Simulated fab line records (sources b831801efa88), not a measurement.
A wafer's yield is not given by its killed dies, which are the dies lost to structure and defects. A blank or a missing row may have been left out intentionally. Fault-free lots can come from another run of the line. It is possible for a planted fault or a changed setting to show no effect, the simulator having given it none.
Comparing a struck lot with a sound one | flow sky130 | 30 out of 708 route steps
Sound: the wafers L885.1, L885.3, L885.6. The struck wafers were L889.2, L889.4, L889.6. Last of all comes the cause.
Per side, at each step with rows, come the tool, then ch with its chambers, and then its first start. Under that, the readings that differ: sound wafers | struck wafers | difference of the means | sigmas: that difference in standard deviations of wafers without a fault.
alike: readings whose means differ by less than 2 such deviations, and words and numbers that are the same on both sides. not compared: withheld readings, readings that some wafer has no value for, bounds like >300 that may hide the same value, and numbers for which the record gives no deviation and whose values overlap.
Wherever a step has rows on one side only, a row that says differs or no value, or a row with sigmas, the two part there. Numbers that have no deviation but don't overlap get no sigmas and don't part them. A reading missing from all wafers of one side parts the sides only when that side holds two or more wafers.

SKY_PWDE_STRIP_09: strips in O2/N2.
  sound on plasma asher-01 ch 0,1, day 7 01:46; struck on plasma asher-04 ch 0,1, day 7 23:46
  alike: drypump motor current A, oes product au, strip time to endpoint s
  not compared: rf hours counter h
SKY_PWDE_TW_MEAS_10:
  sound on film metro-01 at day 7 01:52; struck on film metro-03 at day 7 23:52
  alike: PWDE_TW
then, 7 steps without rows for these wafers: SKY_NWELL_DEHYDRATE_03 (time 60 s); SKY_NWELL_HMDS_04 (prime time 60 s); SKY_NWELL_COAT_05 (resist thk 3000 nm); SKY_NWELL_SOFTBAKE_06; SKY_NWELL_EXPOSE_07 (exposes mask NWM, target cd 840 nm); SKY_NWELL_PEB_08; SKY_NWELL_DEVELOP_09 (develop time 60 s).
SKY_NWELL_OVL_MEAS_10:
  sound on overlay-02 at day 7 21:53; struck on overlay-01 at day 8 20:53
  alike: NWELL_00_OVL
then, 2 steps without rows for these wafers: SKY_NWELL_IMPLANT_11; SKY_NWELL_IMPLANT_12.
SKY_NWELL_IMPLANT_13:
  sound on implanter-02 ch 0, day 7 22:14; struck on implanter-02 ch 0, day 8 21:14
  reading            | sound                         | struck                     | difference | sigmas
  dose ions cm2      | 6.977e+11 7.005e+11 6.994e+11 | 7.11e+10 7.19e+10 7.01e+10 | -6.28e+11  | -99 or more
  faraday current uA | 4.05 4.01 3.97                | 0.40 0.41 0.40             | -3.61      | -46
  alike: end station pressure torr
SKY_NWELL_STRIP_14: strips in O2/N2.
  sound on plasma asher-01 ch 0,1, day 7 22:23; struck on plasma asher-03 ch 0,1, day 8 21:22
  alike: drypump motor current A, oes product au, strip time to endpoint s
  not compared: rf hours counter h
SKY_NWELL_TW_MEAS_15:
  sound on film metro-01 at day 7 22:29; struck on film metro-03 at day 8 21:28
  reading  | sound          | struck         | difference | sigmas
  NWELL_TW | 1828 1831 1829 | 1803 1806 1804 | -25        | -2
then, 7 steps without rows for these wafers: SKY_NWELL_DEHYDRATE_16 (time 60 s); SKY_NWELL_HMDS_17 (prime time 60 s); SKY_NWELL_COAT_18 (resist thk 3000 nm); SKY_NWELL_SOFTBAKE_19; SKY_NWELL_EXPOSE_20 (exposes mask NWM COMPLEMENT, target cd 840 nm); SKY_NWELL_PEB_21; SKY_NWELL_DEVELOP_22 (develop time 60 s).
SKY_NWELL_OVL_MEAS_23:
  sound on overlay-02 at day 8 18:53; struck on overlay-01 at day 9 19:38
  alike: NWELL_01_OVL
then, 1 step without rows for these wafers: SKY_NWELL_IMPLANT_24.
SKY_NWELL_STRIP_25: strips in O2/N2.
  sound on plasma asher-03 ch 0,1, day 8 19:05; struck on plasma asher-01 ch 0,1, day 9 19:49
  alike: drypump motor current A, oes product au, strip time to endpoint s
  not compared: rf hours counter h
SKY_NWELL_TW_MEAS_26:
  sound on film metro-01 at day 8 19:11; struck on film metro-03 at day 9 19:55
  reading    | sound             | struck            | difference | sigmas
  NWELL_2_TW | 497.7 499.5 499.1 | 495.6 492.9 492.6 | -5.1       | -2
then, 1 step without rows for these wafers: SKY_NWELL_CLEAN_27 (cleans in SC1/SC2, time 150 s).
SKY_NWELL_RTA_28: time 30 s.
  sound on rtp anneal-02 ch 0, day 8 19:17; struck on rtp anneal-02 ch 0, day 9 20:02
  alike: lamp power pct, wafer_temp_C_max
SKY_NWELL_RS_MEAS_29: measurement is done with a four-point probe.
  sound on film metro-03 at day 8 19:23; struck on film metro-02 at day 9 20:08
  reading           | sound             | struck            | difference | sigmas
  NWELL_RS (ohm/sq) | 625.0 622.6 625.8 | 644.6 646.0 643.0 | +20.1      | +13
-- the record jumps here: 41 days lie between the struck wafers' starts before and after (it left off in module NWELL and takes up again in module PAD_OPEN, whose first step shown is number 708 of the route) --
SKY_PAD_OPEN_PROBE_99:
  sound on prober-01 at day 49 15:13; struck on prober-02 at day 50 08:17
  reading                                | sound                        | struck                       | difference | sigmas
  killed_at_M0_to_M3                     | 36 49 44                     | 53 60 58                     | +14        | +2
  killed open                            | 41 42 43                     | 56 56 58                     | +15        | +2
  model.etest.nfet_16v.r on ohm um       | 1.41e+04 1.402e+04 1.402e+04 | 1.53e+04 1.524e+04 1.529e+04 | +1.23e+03  |
  model.etest.pfet g5v0d10v5.r on ohm um | 4828 4748 4861               | 4434 4456 4350               | -399       |
  model.etest.tip p.rs ohm sq            | 6842 6805 6868               | 6598 6572 6649               | -232       |
  model.etest.tip_p_5v.rs ohm sq         | 2870 2873 2898               | 2758 2755 2732               | -132       |
  model.etest.pfet g5v0d10v5.drive ua um | 335.6 339.2 333.5            | 370.8 367.8 373.9            | +34.7      |
  model.etest.pfet_01v8_lvt.drive ua um  | 171.5 173.3 171.2            | 197.9 197.7 197.5            | +25.7      |
  model.etest.pfet_16v.drive ua um       | 242.6 244.8 244.3            | 263 258.5 258.5              | +16        |
  alike: killed_at_M4_up, killed at contacts, killed at front end, killed at other, killed dies, killed short
  not compared: model.etest.pfet_01v8.r on ohm um

WHERE THEY PART
At SKY_NWELL_IMPLANT_13 first; at SKY_PAD_OPEN_PROBE_99 last (within this record only).

WHY: what had been put in by the simulator
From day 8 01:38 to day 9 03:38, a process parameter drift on implanter-02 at SKY_NWELL_IMPLANT_13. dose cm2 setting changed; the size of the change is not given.
